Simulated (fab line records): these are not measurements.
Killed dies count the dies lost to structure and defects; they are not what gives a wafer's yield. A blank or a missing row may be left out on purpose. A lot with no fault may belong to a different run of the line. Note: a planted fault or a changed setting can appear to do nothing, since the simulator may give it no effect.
The tool behind it: which one? -- flow sky130 -- Sampling: 6 lots, 18 wafers, 3 of 708 route steps

## WHAT THE GAUGES READ, wafer by wafer
SKY_LDD_HVP_OVL_MEAS_07.
lot,measured,on,LDD_HVP_OVL (nm)
L588,day 22 01:43,overlay-01,0.2 -0.6 0.3
L593,day 24 06:34,overlay-01,-1.4 0.1 -0.9
L595,day 24 23:49,overlay-01,2.5 2.2 0.9
L597,day 25 17:04,overlay-02,0.3 -1.7 0.6
L601,day 26 22:49,overlay-01,-81.2 -83.4 -84.1
L603,day 27 19:07,overlay-02,1.1 -0.8 0.2

## EACH LOT AND THE TOOL THAT RAN IT (in order: tool; ch and the chambers of the sampled wafers; start)
lot,SKY_LDD_P_STRIP_10,SKY_LDD_HVP_EXPOSE_04
L588,"plasma asher-04 ch 0,1, day 19 14:08","iline stepper-01 ch 0, day 21 12:04"
L593,"plasma asher-04 ch 0,1, day 21 17:17","iline stepper-02 ch 0, day 23 16:23"
L595,"plasma asher-04 ch 0,1, day 22 12:29","iline stepper-01 ch 0, day 24 09:13"
L597,"plasma asher-04 ch 0,1, day 23 06:25","iline stepper-02 ch 0, day 25 03:18"
L601,"plasma asher-02 ch 0, day 24 12:44","iline stepper-01 ch 0, day 26 09:07"
L603,"plasma asher-02 ch 0,1, day 25 09:05","iline stepper-02 ch 0, day 27 04:33"
- SKY_LDD_P_STRIP_10: strips in O2/N2.
- SKY_LDD_HVP_EXPOSE_04: exposes mask HVPTM, target cd 700 nm.

## THE ANSWER, worked out from the rows above alone
Rule: the usual values come from the lots themselves. Put in order of their means at a reading, lots are off if they are a third of the lots or fewer, leave a main group of 4 or more, and stand apart from it by a gap of 3 or more times the standard deviation of the main group's means; of several such gaps the widest counts. A main group is skipped when, at the precision printed for the reading in the tables above, its means are all equal. A lot without any number at a reading at which 4 lots or more have one is off too. Any other lot the step has rows for is counted as sound.
Off: L601, at SKY_LDD_HVP_OVL_MEAS_07 (LDD_HVP_OVL). For the main group the mean is 0.2 nm and the standard deviation 0.89.
If a tool, at a process step before that reading, ran all the lots that are off and no sound lot after the first of them, it fits. The gauges at SKY_LDD_HVP_OVL_MEAS_07 are tried like those tools. 2 tools fit, iline stepper-01 at SKY_LDD_HVP_EXPOSE_04 and overlay-01 at SKY_LDD_HVP_OVL_MEAS_07, so this cannot tell which one it is.

## WHAT WAS PUT IN BY THE SIMULATOR
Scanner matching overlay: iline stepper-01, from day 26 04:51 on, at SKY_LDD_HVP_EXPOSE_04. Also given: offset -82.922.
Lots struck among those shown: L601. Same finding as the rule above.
